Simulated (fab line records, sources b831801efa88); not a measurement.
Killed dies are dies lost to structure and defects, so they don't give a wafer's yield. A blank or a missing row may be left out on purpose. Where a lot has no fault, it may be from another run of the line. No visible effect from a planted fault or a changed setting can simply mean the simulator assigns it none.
fab line records :: flow sky130
record
  lots=13
  wafers=39
  last_day=50
route steps=708 shown VT_ADJUST_HVTP@92 VT_ADJUST_HVTR@137 SONOS_ONO@181 LDD_P@266
lots that met no fault: from a run of the same line without faults
start_h: hours from the record's first day to the start of the lot's first wafer shown :: wait_h: how many hours have passed since the lot's step before this one :: " the same as in the row above :: L1.1+2: a single row standing in for several wafers :: - either no value or no given start :: * or withheld: withheld :: < > ~ a bound
route shown NAME@n: NAME is a module with steps in the file, n the number in the route of the first one :: usual: mean and standard deviation over wafers with no fault :: same: alike in all rows :: chamber/n: place in a boat :: sites: the reading at each site :: _std_site: how widely they spread, as a standard deviation :: _edge_site: outer sites' mean less inner sites' :: radius_mm: for every site, how far away it sits from the centre of the wafer :: mask NAME#n: copy n :: behind: tool/chamber where the wafer was last shaped :: hold: why the lot was held/for how many hours/how that ended :: device: which transistor (n, p or np) failed to switch :: end of line: tests run on the same wafers once the route is complete :: a step given without rows: its recipe and nothing more :: killed: the dies lost at the first sort to structure and to defects; this is not the yield of the wafer :: map: a wafer's dies, marking killed ones x, the rest . and places with no die _
set.NAME: the run value of the setting; set.NAME@STEP: its run value at that earlier step :: model.NAME: the simulator's own value behind a step, which no gauge read
the route's steps for a sample of lots (tables are steps, rows are wafers)
## steps
# step SKY_VT_ADJUST_HVTP_CD_MEAS_07
# recipe
  target_cd_nm=380
# usual
  cd_nm=380.3/2.4
lot.wafer: L406.2
tool: cd_sem-02
chamber: -
start_h: 121.64
wait_h: 0.1
cd_nm: 382.8

lot.wafer: L406.3
tool: cd_sem-02
chamber: -
start_h: 121.64
wait_h: 0.1
cd_nm: 381.5

lot.wafer: L406.4
tool: cd_sem-02
chamber: -
start_h: 121.64
wait_h: 0.1
cd_nm: 388.3

lot.wafer: L407.2
tool: cd_sem-01
chamber: -
start_h: 124.70
wait_h: 0.1
cd_nm: 380.8

lot.wafer: L407.4
tool: cd_sem-01
chamber: -
start_h: 124.70
wait_h: 0.1
cd_nm: 381.3

lot.wafer: L407.5
tool: cd_sem-01
chamber: -
start_h: 124.70
wait_h: 0.1
cd_nm: 381.7

lot.wafer: L408.3
tool: cd_sem-02
chamber: -
start_h: 131.90
wait_h: 0.1
cd_nm: 379.4

lot.wafer: L408.4
tool: cd_sem-02
chamber: -
start_h: 131.90
wait_h: 0.1
cd_nm: 379.0

lot.wafer: L408.6
tool: cd_sem-02
chamber: -
start_h: 131.90
wait_h: 0.1
cd_nm: 378.7

lot.wafer: L413.2
tool: cd_sem-01
chamber: -
start_h: 159.94
wait_h: 0.1
cd_nm: 376.9

lot.wafer: L413.3
tool: cd_sem-01
chamber: -
start_h: 159.94
wait_h: 0.1
cd_nm: 379.6

lot.wafer: L413.5
tool: cd_sem-01
chamber: -
start_h: 159.94
wait_h: 0.1
cd_nm: 378.9

lot.wafer: L415.1
tool: cd_sem-02
chamber: -
start_h: 186.27
wait_h: 0.1
cd_nm: 376.2

lot.wafer: L415.3
tool: cd_sem-02
chamber: -
start_h: 186.27
wait_h: 0.1
cd_nm: 378.4

lot.wafer: L415.4
tool: cd_sem-02
chamber: -
start_h: 186.27
wait_h: 0.1
cd_nm: 379.2

lot.wafer: L420.1
tool: cd_sem-02
chamber: -
start_h: 215.91
wait_h: 0.1
cd_nm: 378.1

lot.wafer: L420.2
tool: cd_sem-02
chamber: -
start_h: 215.91
wait_h: 0.1
cd_nm: 380.0

lot.wafer: L420.4
tool: cd_sem-02
chamber: -
start_h: 215.91
wait_h: 0.1
cd_nm: 381.5

lot.wafer: L424.1
tool: cd_sem-01
chamber: -
start_h: 235.16
wait_h: 0.1
cd_nm: 381.4

lot.wafer: L424.4
tool: cd_sem-01
chamber: -
start_h: 235.16
wait_h: 0.1
cd_nm: 384.8

lot.wafer: L424.5
tool: cd_sem-01
chamber: -
start_h: 235.16
wait_h: 0.1
cd_nm: 385.3

lot.wafer: L423.2
tool: cd_sem-02
chamber: -
start_h: 236.40
wait_h: 0.1
cd_nm: 377.9

lot.wafer: L423.3
tool: cd_sem-02
chamber: -
start_h: 236.40
wait_h: 0.1
cd_nm: 379.5

lot.wafer: L423.5
tool: cd_sem-02
chamber: -
start_h: 236.40
wait_h: 0.1
cd_nm: 377.6

lot.wafer: L425.4
tool: cd_sem-02
chamber: -
start_h: 241.88
wait_h: 0.1
cd_nm: 378.8

lot.wafer: L425.5
tool: cd_sem-02
chamber: -
start_h: 241.88
wait_h: 0.1
cd_nm: 378.8

lot.wafer: L425.6
tool: cd_sem-02
chamber: -
start_h: 241.88
wait_h: 0.1
cd_nm: 379.7

lot.wafer: L426.1
tool: cd_sem-02
chamber: -
start_h: 249.27
wait_h: 0.1
cd_nm: 378.7

lot.wafer: L426.2
tool: cd_sem-02
chamber: -
start_h: 249.27
wait_h: 0.1
cd_nm: 379.3

lot.wafer: L426.5
tool: cd_sem-02
chamber: -
start_h: 249.27
wait_h: 0.1
cd_nm: 378.0

lot.wafer: L427.1
tool: cd_sem-02
chamber: -
start_h: 251.68
wait_h: 0.1
cd_nm: 382.1

lot.wafer: L427.4
tool: cd_sem-02
chamber: -
start_h: 251.68
wait_h: 0.1
cd_nm: 382.6

lot.wafer: L427.6
tool: cd_sem-02
chamber: -
start_h: 251.68
wait_h: 0.1
cd_nm: 383.0

lot.wafer: L428.2
tool: cd_sem-02
chamber: -
start_h: 257.15
wait_h: 0.1
cd_nm: 379.5

lot.wafer: L428.4
tool: cd_sem-02
chamber: -
start_h: 257.15
wait_h: 0.1
cd_nm: 379.0

lot.wafer: L428.5
tool: cd_sem-02
chamber: -
start_h: 257.15
wait_h: 0.1
cd_nm: 377.9

lot.wafer: L429.1
tool: cd_sem-02
chamber: -
start_h: 266.32
wait_h: 0.1
cd_nm: 385.5

lot.wafer: L429.2
tool: cd_sem-02
chamber: -
start_h: 266.32
wait_h: 0.1
cd_nm: 384.5

lot.wafer: L429.3
tool: cd_sem-02
chamber: -
start_h: 266.32
wait_h: 0.1
cd_nm: 383.9
# step SKY_VT_ADJUST_HVTR_DEVELOP_06
# recipe
  develop_time_s=60
  dev_temp_c=23
lot.wafer: L406.2+3+4
tool: litho_track-01
chamber: 0
start_h: 202.23
wait_h: 0.1

lot.wafer: L407.2+4+5
tool: litho_track-03
chamber: 0
start_h: 205.02
wait_h: 0.1

lot.wafer: L408.3+4+6
tool: litho_track-01
chamber: 0
start_h: 212.96
wait_h: 0.1

lot.wafer: L413.2+3+5
tool: litho_track-03
chamber: 0
start_h: 244.62
wait_h: 0.1

lot.wafer: L415.1+3+4
tool: litho_track-03
chamber: 0
start_h: 277.59
wait_h: 0.1

lot.wafer: L420.1+2+4
tool: litho_track-01
chamber: 0
start_h: 312.21
wait_h: 0.1

lot.wafer: L424.1+4+5
tool: litho_track-04
chamber: 0
start_h: 333.62
wait_h: 0.1

lot.wafer: L423.2+3+5
tool: litho_track-01
chamber: 0
start_h: 335.18
wait_h: 0.1

lot.wafer: L425.4+5+6
tool: litho_track-01
chamber: 0
start_h: 343.53
wait_h: 0.1

lot.wafer: L426.1+2+5
tool: litho_track-03
chamber: 0
start_h: 350.34
wait_h: 0.1

lot.wafer: L427.1+4+6
tool: litho_track-01
chamber: 0
start_h: 354.61
wait_h: 0.1

lot.wafer: L428.2+4+5
tool: litho_track-03
chamber: 0
start_h: 360.02
wait_h: 0.1

lot.wafer: L429.1+2+3
tool: litho_track-04
chamber: 0
start_h: 373.17
wait_h: 0.1
# step SKY_VT_ADJUST_HVTR_CD_MEAS_07
# recipe
  target_cd_nm=380
# usual
  cd_nm=380.1/2.8
lot.wafer: L406.2
tool: cd_sem-01
chamber: -
start_h: 202.38
wait_h: 0.1
cd_nm: 382.6

lot.wafer: L406.3
tool: cd_sem-01
chamber: -
start_h: 202.38
wait_h: 0.1
cd_nm: 381.8

lot.wafer: L406.4
tool: cd_sem-01
chamber: -
start_h: 202.38
wait_h: 0.1
cd_nm: 381.6

lot.wafer: L407.2
tool: cd_sem-01
chamber: -
start_h: 205.16
wait_h: 0.1
cd_nm: 385.0

lot.wafer: L407.4
tool: cd_sem-01
chamber: -
start_h: 205.16
wait_h: 0.1
cd_nm: 387.8

lot.wafer: L407.5
tool: cd_sem-01
chamber: -
start_h: 205.16
wait_h: 0.1
cd_nm: 387.0

lot.wafer: L408.3
tool: cd_sem-02
chamber: -
start_h: 213.10
wait_h: 0.1
cd_nm: 377.8

lot.wafer: L408.4
tool: cd_sem-02
chamber: -
start_h: 213.10
wait_h: 0.1
cd_nm: 376.5

lot.wafer: L408.6
tool: cd_sem-02
chamber: -
start_h: 213.10
wait_h: 0.1
cd_nm: 377.3

lot.wafer: L413.2
tool: cd_sem-01
chamber: -
start_h: 244.76
wait_h: 0.1
cd_nm: 409.5

lot.wafer: L413.3
tool: cd_sem-01
chamber: -
start_h: 244.76
wait_h: 0.1
cd_nm: 406.0

lot.wafer: L413.5
tool: cd_sem-01
chamber: -
start_h: 244.76
wait_h: 0.1
cd_nm: 406.9

lot.wafer: L415.1
tool: cd_sem-02
chamber: -
start_h: 277.74
wait_h: 0.1
cd_nm: 408.5

lot.wafer: L415.3
tool: cd_sem-02
chamber: -
start_h: 277.74
wait_h: 0.1
cd_nm: 410.0

lot.wafer: L415.4
tool: cd_sem-02
chamber: -
start_h: 277.74
wait_h: 0.1
cd_nm: 409.5

lot.wafer: L420.1
tool: cd_sem-02
chamber: -
start_h: 312.36
wait_h: 0.1
cd_nm: 382.3

lot.wafer: L420.2
tool: cd_sem-02
chamber: -
start_h: 312.36
wait_h: 0.1
cd_nm: 383.3

lot.wafer: L420.4
tool: cd_sem-02
chamber: -
start_h: 312.36
wait_h: 0.1
cd_nm: 380.6

lot.wafer: L424.1
tool: cd_sem-02
chamber: -
start_h: 333.77
wait_h: 0.1
cd_nm: 375.6

lot.wafer: L424.4
tool: cd_sem-02
chamber: -
start_h: 333.77
wait_h: 0.1
cd_nm: 379.1

lot.wafer: L424.5
tool: cd_sem-02
chamber: -
start_h: 333.77
wait_h: 0.1
cd_nm: 379.5

lot.wafer: L423.2
tool: cd_sem-01
chamber: -
start_h: 335.33
wait_h: 0.1
cd_nm: 377.5

lot.wafer: L423.3
tool: cd_sem-01
chamber: -
start_h: 335.33
wait_h: 0.1
cd_nm: 376.8

lot.wafer: L423.5
tool: cd_sem-01
chamber: -
start_h: 335.33
wait_h: 0.1
cd_nm: 380.4

lot.wafer: L425.4
tool: cd_sem-01
chamber: -
start_h: 343.67
wait_h: 0.1
cd_nm: 382.4

lot.wafer: L425.5
tool: cd_sem-01
chamber: -
start_h: 343.67
wait_h: 0.1
cd_nm: 381.8

lot.wafer: L425.6
tool: cd_sem-01
chamber: -
start_h: 343.67
wait_h: 0.1
cd_nm: 381.3

lot.wafer: L426.1
tool: cd_sem-02
chamber: -
start_h: 350.49
wait_h: 0.1
cd_nm: 376.9

lot.wafer: L426.2
tool: cd_sem-02
chamber: -
start_h: 350.49
wait_h: 0.1
cd_nm: 377.2

lot.wafer: L426.5
tool: cd_sem-02
chamber: -
start_h: 350.49
wait_h: 0.1
cd_nm: 377.1

lot.wafer: L427.1
tool: cd_sem-01
chamber: -
start_h: 354.76
wait_h: 0.1
cd_nm: 378.2

lot.wafer: L427.4
tool: cd_sem-01
chamber: -
start_h: 354.76
wait_h: 0.1
cd_nm: 376.9

lot.wafer: L427.6
tool: cd_sem-01
chamber: -
start_h: 354.76
wait_h: 0.1
cd_nm: 376.5

lot.wafer: L428.2
tool: cd_sem-01
chamber: -
start_h: 360.16
wait_h: 0.1
cd_nm: 382.5

lot.wafer: L428.4
tool: cd_sem-01
chamber: -
start_h: 360.16
wait_h: 0.1
cd_nm: 380.9

lot.wafer: L428.5
tool: cd_sem-01
chamber: -
start_h: 360.16
wait_h: 0.1
cd_nm: 380.6

lot.wafer: L429.1
tool: cd_sem-01
chamber: -
start_h: 373.32
wait_h: 0.1
cd_nm: 383.2

lot.wafer: L429.2
tool: cd_sem-01
chamber: -
start_h: 373.32
wait_h: 0.1
cd_nm: 379.2

lot.wafer: L429.3
tool: cd_sem-01
chamber: -
start_h: 373.32
wait_h: 0.1
cd_nm: 382.8
# step SKY_SONOS_ONO_CD_MEAS_13
# recipe
  target_cd_nm=410
# usual
  cd_nm=410.2/2
lot.wafer: L406.2
tool: cd_sem-02
chamber: -
start_h: 276.86
wait_h: 0.1
cd_nm: 405.9

lot.wafer: L406.3
tool: cd_sem-02
chamber: -
start_h: 276.86
wait_h: 0.1
cd_nm: 408.2

lot.wafer: L406.4
tool: cd_sem-02
chamber: -
start_h: 276.86
wait_h: 0.1
cd_nm: 406.9

lot.wafer: L407.2
tool: cd_sem-01
chamber: -
start_h: 280.86
wait_h: 0.1
cd_nm: 413.7

lot.wafer: L407.4
tool: cd_sem-01
chamber: -
start_h: 280.86
wait_h: 0.1
cd_nm: 414.7

lot.wafer: L407.5
tool: cd_sem-01
chamber: -
start_h: 280.86
wait_h: 0.1
cd_nm: 413.5

lot.wafer: L408.3
tool: cd_sem-02
chamber: -
start_h: 288.71
wait_h: 0.1
cd_nm: 410.4

lot.wafer: L408.4
tool: cd_sem-02
chamber: -
start_h: 288.71
wait_h: 0.1
cd_nm: 410.4

lot.wafer: L408.6
tool: cd_sem-02
chamber: -
start_h: 288.71
wait_h: 0.1
cd_nm: 410.5

lot.wafer: L413.2
tool: cd_sem-01
chamber: -
start_h: 325.11
wait_h: 0.1
cd_nm: 406.6

lot.wafer: L413.3
tool: cd_sem-01
chamber: -
start_h: 325.11
wait_h: 0.1
cd_nm: 407.9

lot.wafer: L413.5
tool: cd_sem-01
chamber: -
start_h: 325.11
wait_h: 0.1
cd_nm: 408.7

lot.wafer: L415.1
tool: cd_sem-02
chamber: -
start_h: 365.52
wait_h: 0.1
cd_nm: 411.8

lot.wafer: L415.3
tool: cd_sem-02
chamber: -
start_h: 365.52
wait_h: 0.1
cd_nm: 411.1

lot.wafer: L415.4
tool: cd_sem-02
chamber: -
start_h: 365.52
wait_h: 0.1
cd_nm: 413.6

lot.wafer: L420.1
tool: cd_sem-02
chamber: -
start_h: 401.24
wait_h: 0.1
cd_nm: 408.2

lot.wafer: L420.2
tool: cd_sem-02
chamber: -
start_h: 401.24
wait_h: 0.1
cd_nm: 407.5

lot.wafer: L420.4
tool: cd_sem-02
chamber: -
start_h: 401.24
wait_h: 0.1
cd_nm: 410.8

lot.wafer: L424.1
tool: cd_sem-01
chamber: -
start_h: 427.39
wait_h: 0.1
cd_nm: 412.2

lot.wafer: L424.4
tool: cd_sem-01
chamber: -
start_h: 427.39
wait_h: 0.1
cd_nm: 412.4

lot.wafer: L424.5
tool: cd_sem-01
chamber: -
start_h: 427.39
wait_h: 0.1
cd_nm: 410.8

lot.wafer: L423.2
tool: cd_sem-01
chamber: -
start_h: 427.59
wait_h: 0.1
cd_nm: 412.5

lot.wafer: L423.3
tool: cd_sem-01
chamber: -
start_h: 427.59
wait_h: 0.1
cd_nm: 410.8

lot.wafer: L423.5
tool: cd_sem-01
chamber: -
start_h: 427.59
wait_h: 0.1
cd_nm: 411.2

lot.wafer: L425.4
tool: cd_sem-02
chamber: -
start_h: 436.48
wait_h: 0.1
cd_nm: 406.9

lot.wafer: L425.5
tool: cd_sem-02
chamber: -
start_h: 436.48
wait_h: 0.1
cd_nm: 405.4

lot.wafer: L425.6
tool: cd_sem-02
chamber: -
start_h: 436.48
wait_h: 0.1
cd_nm: 405.2

lot.wafer: L426.1
tool: cd_sem-02
chamber: -
start_h: 442.93
wait_h: 0.1
cd_nm: 412.1

lot.wafer: L426.2
tool: cd_sem-02
chamber: -
start_h: 442.93
wait_h: 0.1
cd_nm: 410.6

lot.wafer: L426.5
tool: cd_sem-02
chamber: -
start_h: 442.93
wait_h: 0.1
cd_nm: 409.0

lot.wafer: L427.1
tool: cd_sem-01
chamber: -
start_h: 448.17
wait_h: 0.1
cd_nm: 411.3

lot.wafer: L427.4
tool: cd_sem-01
chamber: -
start_h: 448.17
wait_h: 0.1
cd_nm: 408.7

lot.wafer: L427.6
tool: cd_sem-01
chamber: -
start_h: 448.17
wait_h: 0.1
cd_nm: 410.2

lot.wafer: L428.2
tool: cd_sem-01
chamber: -
start_h: 453.14
wait_h: 0.1
cd_nm: 413.5

lot.wafer: L428.4
tool: cd_sem-01
chamber: -
start_h: 453.14
wait_h: 0.1
cd_nm: 410.9

lot.wafer: L428.5
tool: cd_sem-01
chamber: -
start_h: 453.14
wait_h: 0.1
cd_nm: 411.6

lot.wafer: L429.1
tool: cd_sem-01
chamber: -
start_h: 468.97
wait_h: 0.1
cd_nm: 411.0

lot.wafer: L429.2
tool: cd_sem-01
chamber: -
start_h: 468.97
wait_h: 0.1
cd_nm: 411.1

lot.wafer: L429.3
tool: cd_sem-01
chamber: -
start_h: 468.97
wait_h: 0.1
cd_nm: 409.8
# step SKY_LDD_P_TW_MEAS_11
# usual
  LDD_P_TW=636/3.6
lot.wafer: L406.2
tool: film_metro-01
chamber: -
start_h: 429.06
wait_h: 0.1
LDD_P_TW: 639

lot.wafer: L406.3
tool: film_metro-01
chamber: -
start_h: 429.06
wait_h: 0.1
LDD_P_TW: 639

lot.wafer: L406.4
tool: film_metro-01
chamber: -
start_h: 429.06
wait_h: 0.1
LDD_P_TW: 633

lot.wafer: L407.2
tool: film_metro-01
chamber: -
start_h: 434.71
wait_h: 0.1
LDD_P_TW: 636

lot.wafer: L407.4
tool: film_metro-01
chamber: -
start_h: 434.71
wait_h: 0.1
LDD_P_TW: 635

lot.wafer: L407.5
tool: film_metro-01
chamber: -
start_h: 434.71
wait_h: 0.1
LDD_P_TW: 636

lot.wafer: L408.3
tool: film_metro-02
chamber: -
start_h: 445.09
wait_h: 0.1
LDD_P_TW: 638

lot.wafer: L408.4
tool: film_metro-02
chamber: -
start_h: 445.09
wait_h: 0.1
LDD_P_TW: 641

lot.wafer: L408.6
tool: film_metro-02
chamber: -
start_h: 445.09
wait_h: 0.1
LDD_P_TW: 639

lot.wafer: L413.2
tool: film_metro-02
chamber: -
start_h: 486.30
wait_h: 0.1
LDD_P_TW: 633

lot.wafer: L413.3
tool: film_metro-02
chamber: -
start_h: 486.30
wait_h: 0.1
LDD_P_TW: 633

lot.wafer: L413.5
tool: film_metro-02
chamber: -
start_h: 486.30
wait_h: 0.1
LDD_P_TW: 633

lot.wafer: L415.1
tool: film_metro-01
chamber: -
start_h: 528.82
wait_h: 0.1
LDD_P_TW: 635

lot.wafer: L415.3
tool: film_metro-01
chamber: -
start_h: 528.82
wait_h: 0.1
LDD_P_TW: 632

lot.wafer: L415.4
tool: film_metro-01
chamber: -
start_h: 528.82
wait_h: 0.1
LDD_P_TW: 634

lot.wafer: L420.1
tool: film_metro-04
chamber: -
start_h: 563.41
wait_h: 0.1
LDD_P_TW: 638

lot.wafer: L420.2
tool: film_metro-04
chamber: -
start_h: 563.41
wait_h: 0.1
LDD_P_TW: 638

lot.wafer: L420.4
tool: film_metro-04
chamber: -
start_h: 563.41
wait_h: 0.1
LDD_P_TW: 640

lot.wafer: L424.1
tool: film_metro-02
chamber: -
start_h: 589.99
wait_h: 0.1
LDD_P_TW: 630

lot.wafer: L424.4
tool: film_metro-02
chamber: -
start_h: 589.99
wait_h: 0.1
LDD_P_TW: 631

lot.wafer: L424.5
tool: film_metro-02
chamber: -
start_h: 589.99
wait_h: 0.1
LDD_P_TW: 633

lot.wafer: L423.2
tool: film_metro-01
chamber: -
start_h: 591.14
wait_h: 0.1
LDD_P_TW: 635

lot.wafer: L423.3
tool: film_metro-01
chamber: -
start_h: 591.14
wait_h: 0.1
LDD_P_TW: 637

lot.wafer: L423.5
tool: film_metro-01
chamber: -
start_h: 591.14
wait_h: 0.1
LDD_P_TW: 636

lot.wafer: L425.4
tool: film_metro-01
chamber: -
start_h: 596.20
wait_h: 0.1
LDD_P_TW: 633

lot.wafer: L425.5
tool: film_metro-01
chamber: -
start_h: 596.20
wait_h: 0.1
LDD_P_TW: 634

lot.wafer: L425.6
tool: film_metro-01
chamber: -
start_h: 596.20
wait_h: 0.1
LDD_P_TW: 634

lot.wafer: L426.1
tool: film_metro-02
chamber: -
start_h: 603.42
wait_h: 0.1
LDD_P_TW: 634

lot.wafer: L426.2
tool: film_metro-02
chamber: -
start_h: 603.42
wait_h: 0.1
LDD_P_TW: 633

lot.wafer: L426.5
tool: film_metro-02
chamber: -
start_h: 603.42
wait_h: 0.1
LDD_P_TW: 635

lot.wafer: L427.1
tool: film_metro-02
chamber: -
start_h: 608.64
wait_h: 0.1
LDD_P_TW: 633

lot.wafer: L427.4
tool: film_metro-02
chamber: -
start_h: 608.64
wait_h: 0.1
LDD_P_TW: 634

lot.wafer: L427.6
tool: film_metro-02
chamber: -
start_h: 608.64
wait_h: 0.1
LDD_P_TW: 633

lot.wafer: L428.2
tool: film_metro-02
chamber: -
start_h: 612.95
wait_h: 0.1
LDD_P_TW: 633

lot.wafer: L428.4
tool: film_metro-02
chamber: -
start_h: 612.95
wait_h: 0.1
LDD_P_TW: 635

lot.wafer: L428.5
tool: film_metro-02
chamber: -
start_h: 612.95
wait_h: 0.1
LDD_P_TW: 638

lot.wafer: L429.1
tool: film_metro-02
chamber: -
start_h: 628.02
wait_h: 0.1
LDD_P_TW: 631

lot.wafer: L429.2
tool: film_metro-02
chamber: -
start_h: 628.02
wait_h: 0.1
LDD_P_TW: 634

lot.wafer: L429.3
tool: film_metro-02
chamber: -
start_h: 628.02
wait_h: 0.1
LDD_P_TW: 633
## key
first_sign
  step=SKY_VT_ADJUST_HVTR_CD_MEAS_07
  reading=cd_nm
  direction=up
  sigmas=10
  usual=380.1
  struck=408.4
effect none on later readings
met_at SKY_VT_ADJUST_HVTR_DEVELOP_06
struck_lots L413,L415
sort_left_out L413.2,L413.3,L413.5
tester_left_out L413,L415
not_acting_at SKY_VT_ADJUST_HVTP_CD_MEAS_07,SKY_SONOS_ONO_CD_MEAS_13,SKY_LDD_P_TW_MEAS_11
onset_between 205.02 244.62
fault
  kind=process_parameter_drift
  tool=litho_track-03
  chamber=-
  onset_h=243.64
  steps=SKY_VT_ADJUST_HVTR_DEVELOP_06
  channel=develop_time_s
  offset=*
  shape=step
  end_h=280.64
  acts_in=*
  stated=*
# tester_left_out: of these lots the tester's yield and bins aren't shown, on N5 and GAA mostly nor the transistor test; their killed dies are dies lost to structure and defects alone, not to doping, threshold or leakage, so they don't give the yield
# sort_left_out: the simulated sort isn't trusted on such a fault, so these wafers' sort isn't shown, and their yield isn't known
